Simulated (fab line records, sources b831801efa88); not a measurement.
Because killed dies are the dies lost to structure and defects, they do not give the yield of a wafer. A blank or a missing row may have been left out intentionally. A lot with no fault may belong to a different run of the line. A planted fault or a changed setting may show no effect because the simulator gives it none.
The tool behind it: which one? :: flow sky130 :: 12 lots with 36 wafers sampled at 4 steps, on a route of 708 steps

WHAT EACH GAUGE READ, for each wafer
SKY_METAL3_CD_MEAS_13: target cd 300 nm.
lot: L767
measured: day 38 17:11
on: cdSem-01
cdNm (nm): 301.3 301.4 300.9

lot: L768
measured: day 38 21:36
on: cdSem-01
cdNm (nm): 298.5 297.2 296.5

lot: L769
measured: day 38 22:34
on: cdSem-02
cdNm (nm): 302.9 301.8 301.7

lot: L770
measured: day 39 14:36
on: cdSem-02
cdNm (nm): 301.0 301.1 299.7

lot: L773
measured: day 40 08:34
on: cdSem-02
cdNm (nm): 300.6 299.9 301.3

lot: L774
measured: day 40 13:28
on: cdSem-02
cdNm (nm): 301.6 301.1 301.5

lot: L776
measured: day 41 07:14
on: cdSem-01
cdNm (nm): 299.7 298.1 299.4

lot: L778
measured: day 41 11:37
on: cdSem-01
cdNm (nm): 298.4 300.1 298.9

lot: L780
measured: day 42 07:15
on: cdSem-01
cdNm (nm): 303.7 304.5 302.4

lot: L783
measured: day 43 07:12
on: cdSem-01
cdNm (nm): 301.7 301.0 301.3

lot: L784
measured: day 43 20:02
on: cdSem-02
cdNm (nm): 299.1 301.7 299.4

lot: L786
measured: day 43 22:37
on: cdSem-01
cdNm (nm): 299.4 301.0 299.5

TOOL THAT RAN EACH LOT (tool first, then ch and the chambers of the sampled wafers, then the start)
lot: L767
SKY_VIA2_SPUTTER_20: pvdSputter-02, day 36 12:28
SKY_VIA2_CMP_24: cmp-01 ch 0,2,3, day 36 12:53
SKY_CAPM_METAL_ETCH_13: rieMetal-01 ch 0,1, day 37 15:07

lot: L768
SKY_VIA2_SPUTTER_20: pvdSputter-01, day 36 16:46
SKY_VIA2_CMP_24: cmp-01 ch 0,2,3, day 36 17:30
SKY_CAPM_METAL_ETCH_13: rieMetal-04 ch 0,1, day 37 19:55

lot: L769
SKY_VIA2_SPUTTER_20: pvdSputter-01, day 36 18:03
SKY_VIA2_CMP_24: cmp-01 ch 0,1,2, day 36 18:28
SKY_CAPM_METAL_ETCH_13: rieMetal-03 ch 0,1, day 37 20:59

lot: L770
SKY_VIA2_SPUTTER_20: pvdSputter-02, day 37 11:37
SKY_VIA2_CMP_24: cmp-02 ch 2,3, day 37 12:40
SKY_CAPM_METAL_ETCH_13: rieMetal-04 ch 1, day 38 14:28

lot: L773
SKY_VIA2_SPUTTER_20: pvdSputter-01, day 38 05:32
SKY_VIA2_CMP_24: cmp-01 ch 0,2,3, day 38 06:00
SKY_CAPM_METAL_ETCH_13: rieMetal-04 ch 0, day 39 07:07

lot: L774
SKY_VIA2_SPUTTER_20: pvdSputter-03, day 38 10:47
SKY_VIA2_CMP_24: cmp-01 ch 1,2,3, day 38 11:15
SKY_CAPM_METAL_ETCH_13: rieMetal-04 ch 0, day 39 12:20

lot: L776
SKY_VIA2_SPUTTER_20: pvdSputter-02, day 39 02:49
SKY_VIA2_CMP_24: cmp-01 ch 1,2, day 39 05:07
SKY_CAPM_METAL_ETCH_13: rieMetal-01 ch 0,1, day 40 06:32

lot: L778
SKY_VIA2_SPUTTER_20: pvdSputter-02, day 39 10:26
SKY_VIA2_CMP_24: cmp-02 ch 1,2,3, day 39 10:52
SKY_CAPM_METAL_ETCH_13: rieMetal-03 ch 0, day 40 10:46

lot: L780
SKY_VIA2_SPUTTER_20: pvdSputter-01, day 40 06:27
SKY_VIA2_CMP_24: cmp-02 ch 0,2,3, day 40 06:49
SKY_CAPM_METAL_ETCH_13: rieMetal-03 ch 0,1, day 41 07:32

lot: L783
SKY_VIA2_SPUTTER_20: pvdSputter-01, day 41 08:05
SKY_VIA2_CMP_24: cmp-01 ch 1,2, day 41 08:27
SKY_CAPM_METAL_ETCH_13: rieMetal-03 ch 0,1, day 42 08:02

lot: L784
SKY_VIA2_SPUTTER_20: pvdSputter-03, day 41 21:03
SKY_VIA2_CMP_24: cmp-02 ch 0,1,2, day 41 21:25
SKY_CAPM_METAL_ETCH_13: rieMetal-01 ch 0,1, day 42 20:53

lot: L786
SKY_VIA2_SPUTTER_20: pvdSputter-03, day 41 23:19
SKY_VIA2_CMP_24: cmp-01 ch 0,3, day 41 23:41
SKY_CAPM_METAL_ETCH_13: rieMetal-03 ch 0,1, day 42 23:25
- SKY_VIA2_SPUTTER_20: material TiN, target thk 20 nm, time 80 s.
- SKY_VIA2_CMP_24: polishes, stops on SiO2, t overpolish 20 s, target thk 0 nm.
- SKY_CAPM_METAL_ETCH_13: etches TiN in Cl2/BCl3, stops on SiO2, target depth 220 nm, time 62.9 s.

WHAT THE TOOLS THEMSELVES READ (means of the sampled wafers that have a number; where no wafer has one, the mark that the record gives instead)
SKY_VIA2_SPUTTER_20.
lot: L767
tool: pvdSputter-02
throttleValvePct (%): 29.8

lot: L768
tool: pvdSputter-01
throttleValvePct (%): 29.7

lot: L769
tool: pvdSputter-01
throttleValvePct (%): 29.9

lot: L770
tool: pvdSputter-02
throttleValvePct (%): 29.0

lot: L773
tool: pvdSputter-01
throttleValvePct (%): 29.6

lot: L774
tool: pvdSputter-03
throttleValvePct (%): 29.9

lot: L776
tool: pvdSputter-02
throttleValvePct (%): 29.3

lot: L778
tool: pvdSputter-02
throttleValvePct (%): 29.7

lot: L780
tool: pvdSputter-01
throttleValvePct (%): 29.2

lot: L783
tool: pvdSputter-01
throttleValvePct (%): 29.0

lot: L784
tool: pvdSputter-03
throttleValvePct (%): 31.2

lot: L786
tool: pvdSputter-03
throttleValvePct (%): 30.6

SKY_VIA2_CMP_24.
lot: L767
tool: cmp-01
motorCurrentA (A): 11.8
overpolishRunS (s): 19.997
slurryFlowMlMin: 150.1
timeToEndpointS (s): 101

lot: L768
tool: cmp-01
motorCurrentA (A): 12.1
overpolishRunS (s): 20.006
slurryFlowMlMin: 150.5
timeToEndpointS (s): 108

lot: L769
tool: cmp-01
motorCurrentA (A): 10.3
overpolishRunS (s): 20.010
slurryFlowMlMin: 150.0
timeToEndpointS (s): 100

lot: L770
tool: cmp-02
motorCurrentA (A): 10.1
overpolishRunS (s): 20.001
slurryFlowMlMin: 150.1
timeToEndpointS (s): 105

lot: L773
tool: cmp-01
motorCurrentA (A): 11.8
overpolishRunS (s): 20.007
slurryFlowMlMin: 149.5
timeToEndpointS (s): 104

lot: L774
tool: cmp-01
motorCurrentA (A): 11.0
overpolishRunS (s): 20.003
slurryFlowMlMin: 150.2
timeToEndpointS (s): 106

lot: L776
tool: cmp-01
motorCurrentA (A): 10.8
overpolishRunS (s): 20.002
slurryFlowMlMin: 150.3
timeToEndpointS (s): 102

lot: L778
tool: cmp-02
motorCurrentA (A): 10.4
overpolishRunS (s): 20.003
slurryFlowMlMin: 150.1
timeToEndpointS (s): 103

lot: L780
tool: cmp-02
motorCurrentA (A): 10.9
overpolishRunS (s): 19.989
slurryFlowMlMin: 150.0
timeToEndpointS (s): 104

lot: L783
tool: cmp-01
motorCurrentA (A): 10.4
overpolishRunS (s): 20.005
slurryFlowMlMin: 150.3
timeToEndpointS (s): 102

lot: L784
tool: cmp-02
motorCurrentA (A): 11.5
overpolishRunS (s): 20.002
slurryFlowMlMin: 149.9
timeToEndpointS (s): 104

lot: L786
tool: cmp-01
motorCurrentA (A): 11.6
overpolishRunS (s): 20.000
slurryFlowMlMin: 149.5
timeToEndpointS (s): 107

SKY_CAPM_METAL_ETCH_13.
lot: L767
tool: rieMetal-01
biasW (W): 48.56
drypumpMotorCurrentA (A): 5.5
oesProductAu (a.u.): 0.939
throttleValvePct (%): 21.912

lot: L768
tool: rieMetal-04
biasW (W): 48.44
drypumpMotorCurrentA (A): 5.4
oesProductAu (a.u.): 0.940
throttleValvePct (%): 21.902

lot: L769
tool: rieMetal-03
biasW (W): 48.57
drypumpMotorCurrentA (A): 5.7
oesProductAu (a.u.): 0.942
throttleValvePct (%): 21.898

lot: L770
tool: rieMetal-04
biasW (W): 48.68
drypumpMotorCurrentA (A): 5.7
oesProductAu (a.u.): 0.943
throttleValvePct (%): 21.901

lot: L773
tool: rieMetal-04
biasW (W): 48.38
drypumpMotorCurrentA (A): 4.8
oesProductAu (a.u.): 0.938
throttleValvePct (%): 21.904

lot: L774
tool: rieMetal-04
biasW (W): 48.64
drypumpMotorCurrentA (A): 4.8
oesProductAu (a.u.): 0.945
throttleValvePct (%): 21.901

lot: L776
tool: rieMetal-01
biasW (W): 48.51
drypumpMotorCurrentA (A): 5.5
oesProductAu (a.u.): 0.934
throttleValvePct (%): 21.911

lot: L778
tool: rieMetal-03
biasW (W): 48.66
drypumpMotorCurrentA (A): 5.6
oesProductAu (a.u.): 0.936
throttleValvePct (%): 21.903

lot: L780
tool: rieMetal-03
biasW (W): 48.53
drypumpMotorCurrentA (A): 5.7
oesProductAu (a.u.): 0.935
throttleValvePct (%): 21.910

lot: L783
tool: rieMetal-03
biasW (W): 49.28
drypumpMotorCurrentA (A): 5.7
oesProductAu (a.u.): 0.943
throttleValvePct (%): 21.906

lot: L784
tool: rieMetal-01
biasW (W): 48.54
drypumpMotorCurrentA (A): 5.5
oesProductAu (a.u.): 0.935
throttleValvePct (%): 21.901

lot: L786
tool: rieMetal-03
biasW (W): 49.25
drypumpMotorCurrentA (A): 5.7
oesProductAu (a.u.): 0.946
throttleValvePct (%): 21.902

THE ANSWER, worked out from the rows above alone
Rule: what is usual is taken from the lots themselves. The widest of any qualifying gaps counts: lots, ordered by their means at a reading, are off when they make up no more than a third of the lots, leave a main group of 4 or more, and stand apart from it by 3 or more times the standard deviation of that group's means. A main group is skipped when, at the precision printed for the reading in the tables above, its means are all equal. Also off: a lot with no number at a reading for which 4 or more lots have one. The other lots that the step has rows for count as sound. After the gauges, taken in route order, come the tools' own readings; for these a lot's mean is taken, as printed above. At the first step where some lot is off, the reading lying furthest off is the one used; lots without a number count as furthest.
Off, at SKY_CAPM_METAL_ETCH_13 on biasW: L783, L786. Main group: mean 48.55 W, sd 0.09.
If a tool, at that step or one of the process steps before it, ran each lot that is off and ran no sound lot following the first of them, it fits. Undecided on this evidence; 2 tools fit (cmp-01 at SKY_VIA2_CMP_24, rieMetal-03 at SKY_CAPM_METAL_ETCH_13).

WHAT THE SIMULATOR PUT IN
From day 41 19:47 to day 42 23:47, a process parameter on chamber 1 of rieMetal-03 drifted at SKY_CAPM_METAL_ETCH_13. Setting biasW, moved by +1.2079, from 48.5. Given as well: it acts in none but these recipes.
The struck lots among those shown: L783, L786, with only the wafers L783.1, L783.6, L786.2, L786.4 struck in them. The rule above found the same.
